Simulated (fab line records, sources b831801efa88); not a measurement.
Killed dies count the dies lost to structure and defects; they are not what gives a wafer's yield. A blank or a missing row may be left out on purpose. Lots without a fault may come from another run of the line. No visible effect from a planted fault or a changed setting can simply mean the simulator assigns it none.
Matching of chambers + flow gf180mcu + 3 sister chambers for GF_V3_CVD_02 on pecvd-04
The step deposits SiO2 from TEOS, target thk 850 nm, time 94.851 s. 3 wafers are shown with their chamber, then 10 later ones without.

== EACH WAFER AND ITS CHAMBER ==
| wafer  | chamber | heater_power_w (W) |
|--------|---------|--------------------|
| L088.4 | 0       | 497                |
| L089.1 | 1       | 525                |
| L089.5 | 2       | 767                |

== WAFERS MISSING THEIR CHAMBER ==
| wafer  | heater_power_w (W) |
|--------|--------------------|
| L089.6 | 506                |
| L094.1 | 630                |
| L094.2 | 636                |
| L094.5 | 498                |
| L095.4 | 656                |
| L095.5 | 516                |
| L095.6 | 701                |
| L096.2 | 566                |
| L096.5 | 618                |
| L096.6 | 606                |

== WHICH CHAMBER EACH WENT THROUGH ==
| wafer  | from the rows above          | in truth |
|--------|------------------------------|----------|
| L089.6 | can't be placed: 0 or 1      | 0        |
| L094.1 | can't be placed: 1 or 0 or 2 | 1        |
| L094.2 | can't be placed: 1 or 2 or 0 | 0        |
| L094.5 | can't be placed: 0 or 1      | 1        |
| L095.4 | can't be placed: 2 or 1 or 0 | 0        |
| L095.5 | can't be placed: 1 or 0      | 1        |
| L095.6 | can't be placed: 2 or 1 or 0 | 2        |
| L096.2 | can't be placed: 1 or 0      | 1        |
| L096.5 | can't be placed: 1 or 0 or 2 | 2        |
| L096.6 | can't be placed: 1 or 0 or 2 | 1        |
Placed correctly: 0 of 10. From these rows, 10 cannot be placed; in 10 the true chamber is one of the candidates. Number placed wrongly: 0.
How it was worked out, from the rows above alone: a wafer's distance from a chamber is the root of the sum, over the readings, of the square of ((its reading less the chamber's mean) divided by the reading's scatter). The wafer belongs to the nearest chamber; if the next one is less than 2 further off, it can't be placed. For every chamber, the mean is computed from those of its wafers that are shown. The scatter: with one shown wafer a chamber, the root of the mean of the squares of how far each hidden wafer lies from its nearest shown one.
